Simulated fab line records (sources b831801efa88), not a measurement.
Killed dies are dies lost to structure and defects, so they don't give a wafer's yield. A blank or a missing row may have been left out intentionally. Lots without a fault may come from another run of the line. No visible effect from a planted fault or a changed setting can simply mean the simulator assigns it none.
Which tool did it? ; flow sky130 ; 34 wafers from 12 lots sampled at 3 of the route's 708 steps

== WHAT THE GAUGES SHOWED, per wafer ==
SKY_CAP2M_OVL_MEAS_12.
lot;measured;on;CAP2M_OVL (nm)
L386;day 40 12:04;overlay-01;3.4 0.4 2.3
L388;day 41 07:41;overlay-02;2.6 2.6 0.5
L389;day 41 13:04;overlay-02;1.5 -0.2 0.2
L390;day 42 03:02;overlay-01;0.9 0.7 -0.1
L391;day 42 07:22;overlay-02;2.7 3.2 2.1
L392;day 42 09:14;overlay-01;-2.2 -0.1 -2.0
L401;day 45 04:07;overlay-02;2.4 1.3
L402;day 45 04:47;overlay-01;1.3 3.7
L404;day 45 17:34;overlay-01;0.6 0.1 -1.0
L407;day 46 08:41;overlay-02;0.4 1.2 0.6
L408;day 46 15:26;overlay-01;3.9 2.2 2.4
L409;day 46 21:35;overlay-02;1.5 2.0 2.1

SKY_METAL4_CD_MEAS_13 targets a cd of 300 nm.
lot;measured;on;cd_nm (nm)
L386;day 41 12:46;cd_sem-01;303.0 304.5 302.9
L388;day 42 08:19;cd_sem-01;301.1 300.8 300.4
L389;day 42 13:32;cd_sem-02;300.6 300.9 300.6
L390;day 43 03:34;cd_sem-02;299.8 299.6 298.5
L391;day 43 07:40;cd_sem-02;299.8 299.1 301.3
L392;day 43 09:28;cd_sem-01;302.0 301.0 301.1
L401;day 46 01:35;cd_sem-02;301.3 299.9
L402;day 46 03:05;cd_sem-02;302.2 300.5
L404;day 46 14:38;cd_sem-02;300.3 300.6 301.4
L407;day 47 05:13;cd_sem-02;299.0 300.4 298.7
L408;day 47 11:46;cd_sem-02;298.9 300.0 299.8
L409;day 47 18:28;cd_sem-02;297.2 298.1 298.6

== TOOL THAT RAN EACH LOT (tool first, then ch and the chambers of the sampled wafers, then the start) ==
lot;SKY_CAP2M_SPUTTER_02
L386;pvd_sputter-01, day 39 11:58
L388;pvd_sputter-01, day 40 07:41
L389;pvd_sputter-04, day 40 13:13
L390;pvd_sputter-01, day 41 03:25
L391;pvd_sputter-02, day 41 07:22
L392;pvd_sputter-02, day 41 09:37
L401;pvd_sputter-02, day 44 06:37
L402;pvd_sputter-02, day 44 07:31
L404;pvd_sputter-04, day 44 20:07
L407;pvd_sputter-01, day 45 11:45
L408;pvd_sputter-01, day 45 18:45
L409;pvd_sputter-01, day 46 01:27
- SKY_CAP2M_SPUTTER_02: material TiN, target thk 200 nm, time 166.7 s.

== AS READ BY THE TOOLS THEMSELVES (means over the sampled wafers that have a number; for cases with no such wafer, the mark the record gives instead) ==
SKY_CAP2M_SPUTTER_02.
lot;tool;throttle_valve_pct (%)
L386;pvd_sputter-01;30.6
L388;pvd_sputter-01;30.2
L389;pvd_sputter-04;31.7
L390;pvd_sputter-01;30.7
L391;pvd_sputter-02;31.2
L392;pvd_sputter-02;30.2
L401;pvd_sputter-02;29.2
L402;pvd_sputter-02;29.8
L404;pvd_sputter-04;31.1
L407;pvd_sputter-01;30.7
L408;pvd_sputter-01;30.7
L409;pvd_sputter-01;29.9

== THE ANSWER, worked out from the rows above alone ==
Rule: usual is defined by the lots themselves. Put in order of their means at a reading, lots are off if they are a third of the lots or fewer, leave a main group of 4 or more, and stand apart from it by a gap of 3 or more times the standard deviation of the main group's means; of several such gaps the widest counts. A main group is skipped when, at the precision printed for the reading in the tables above, its means are all equal. A lot without any number at a reading at which 4 lots or more have one is off too. Where the step has rows for the other lots, those lots are counted as sound. First the gauges in route order, then the tools' own readings, where a lot's mean is used as printed above. At the first step where some lot is off, the reading lying furthest off is the one used; lots without a number count as furthest.
Nothing can be told from this: no lot is off at any reading shown.

== WHAT THE SIMULATOR PUT IN ==
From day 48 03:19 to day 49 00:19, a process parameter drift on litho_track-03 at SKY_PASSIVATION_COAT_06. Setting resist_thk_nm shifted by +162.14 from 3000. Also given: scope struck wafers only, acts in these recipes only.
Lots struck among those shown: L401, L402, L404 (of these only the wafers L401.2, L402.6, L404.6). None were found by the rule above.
